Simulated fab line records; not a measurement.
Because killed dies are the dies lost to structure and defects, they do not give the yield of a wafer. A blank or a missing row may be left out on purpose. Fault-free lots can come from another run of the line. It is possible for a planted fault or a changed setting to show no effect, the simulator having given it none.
The tool behind it: which one? || flow sky130 || 12 lots, 36 wafers sampled, at 3 steps of a route of 708

== WHAT EACH GAUGE READ, for each wafer ==
SKY_METAL1_RS_MEAS_05: the measuring method here is four-point-probe.
{"lot": "L075", "measured": "day 32 12:19", "on": "film metro-02", "METAL1_ALCU_RS (ohm/sq)": "0.1242 0.1259 0.1250"}
{"lot": "L077", "measured": "day 33 06:13", "on": "film metro-04", "METAL1_ALCU_RS (ohm/sq)": "0.1266 0.1261 0.1280"}
{"lot": "L079", "measured": "day 34 01:12", "on": "film metro-04", "METAL1_ALCU_RS (ohm/sq)": "0.1258 0.1273 0.1262"}
{"lot": "L082", "measured": "day 34 20:14", "on": "film metro-02", "METAL1_ALCU_RS (ohm/sq)": "0.1255 0.1250 0.1241"}
{"lot": "L083", "measured": "day 35 06:13", "on": "film metro-01", "METAL1_ALCU_RS (ohm/sq)": "0.1270 0.1265 0.1272"}
{"lot": "L086", "measured": "day 35 19:31", "on": "film metro-01", "METAL1_ALCU_RS (ohm/sq)": "0.1269 0.1262 0.1272"}
{"lot": "L085", "measured": "day 35 22:14", "on": "film metro-02", "METAL1_ALCU_RS (ohm/sq)": "0.1277 0.1274 0.1270"}
{"lot": "L089", "measured": "day 36 17:08", "on": "film metro-04", "METAL1_ALCU_RS (ohm/sq)": "0.1251 0.1257 0.1261"}
{"lot": "L091", "measured": "day 37 10:25", "on": "film metro-02", "METAL1_ALCU_RS (ohm/sq)": "0.1248 0.1258 0.1251"}
{"lot": "L094", "measured": "day 37 21:11", "on": "film metro-02", "METAL1_ALCU_RS (ohm/sq)": "0.1272 0.1275 0.1277"}
{"lot": "L095", "measured": "day 38 10:25", "on": "film metro-04", "METAL1_ALCU_RS (ohm/sq)": "0.1271 0.1290 0.1286"}
{"lot": "L097", "measured": "day 38 20:20", "on": "film metro-04", "METAL1_ALCU_RS (ohm/sq)": "0.1254 0.1270 0.1254"}

== EACH LOT AND THE TOOL THAT RAN IT (in order: tool; ch and the chambers of the sampled wafers; start) ==
{"lot": "L075", "SKY_CONTACT_ETCH_16": "rie diel-02 ch 0,3, day 32 10:38", "SKY_CONTACT_CVD_24": "cvd w-02 ch 1, day 32 11:28"}
{"lot": "L077", "SKY_CONTACT_ETCH_16": "rie diel-03 ch 1,2, day 33 04:38", "SKY_CONTACT_CVD_24": "cvd w-02 ch 0,1, day 33 05:28"}
{"lot": "L079", "SKY_CONTACT_ETCH_16": "rie diel-02 ch 1,2, day 33 23:38", "SKY_CONTACT_CVD_24": "cvd w-01 ch 0,1, day 34 00:27"}
{"lot": "L082", "SKY_CONTACT_ETCH_16": "rie diel-03 ch 0,3, day 34 18:41", "SKY_CONTACT_CVD_24": "cvd w-01 ch 0,1, day 34 19:30"}
{"lot": "L083", "SKY_CONTACT_ETCH_16": "rie diel-01 ch 0,1,2, day 35 04:38", "SKY_CONTACT_CVD_24": "cvd w-01 ch 0,1, day 35 05:28"}
{"lot": "L086", "SKY_CONTACT_ETCH_16": "rie diel-03 ch 0,1,3, day 35 17:59", "SKY_CONTACT_CVD_24": "cvd w-02 ch 0,1, day 35 18:46"}
{"lot": "L085", "SKY_CONTACT_ETCH_16": "rie diel-01 ch 0,1,3, day 35 20:35", "SKY_CONTACT_CVD_24": "cvd w-01 ch 0, day 35 21:25"}
{"lot": "L089", "SKY_CONTACT_ETCH_16": "rie diel-01 ch 1,3, day 36 15:32", "SKY_CONTACT_CVD_24": "cvd w-01 ch 0,1, day 36 16:24"}
{"lot": "L091", "SKY_CONTACT_ETCH_16": "rie diel-03 ch 0,1,3, day 37 08:52", "SKY_CONTACT_CVD_24": "cvd w-02 ch 0,1, day 37 09:40"}
{"lot": "L094", "SKY_CONTACT_ETCH_16": "rie diel-03 ch 0,2,3, day 37 19:40", "SKY_CONTACT_CVD_24": "cvd w-02 ch 0,1, day 37 20:27"}
{"lot": "L095", "SKY_CONTACT_ETCH_16": "rie diel-03 ch 0,2,3, day 38 08:53", "SKY_CONTACT_CVD_24": "cvd w-02 ch 0,1, day 38 09:40"}
{"lot": "L097", "SKY_CONTACT_ETCH_16": "rie diel-02 ch 0,1, day 38 18:47", "SKY_CONTACT_CVD_24": "cvd w-02 ch 1, day 38 19:36"}
- SKY_CONTACT_ETCH_16: etches BARC in N2/H2, stops on SiO2, time 45.9 s, target depth 60 nm.
- SKY_CONTACT_CVD_24: deposits W, target thk 340 nm, time 102.12 s.

== THE ANSWER, worked out from the rows above alone ==
Rule: the usual values come from the lots themselves. Put in order of their means at a reading, lots are off if they are a third of the lots or fewer, leave a main group of 4 or more, and stand apart from it by a gap of 3 or more times the standard deviation of the main group's means; of several such gaps the widest counts. A main group is skipped when, at the precision printed for the reading in the tables above, its means are all equal. Also off: a lot with no number at a reading for which 4 or more lots have one. Where the step has rows for the other lots, those lots are counted as sound.
Nothing can be told from this: no lot is off at any reading shown.

== WHAT THE SIMULATOR HAD INSERTED ==
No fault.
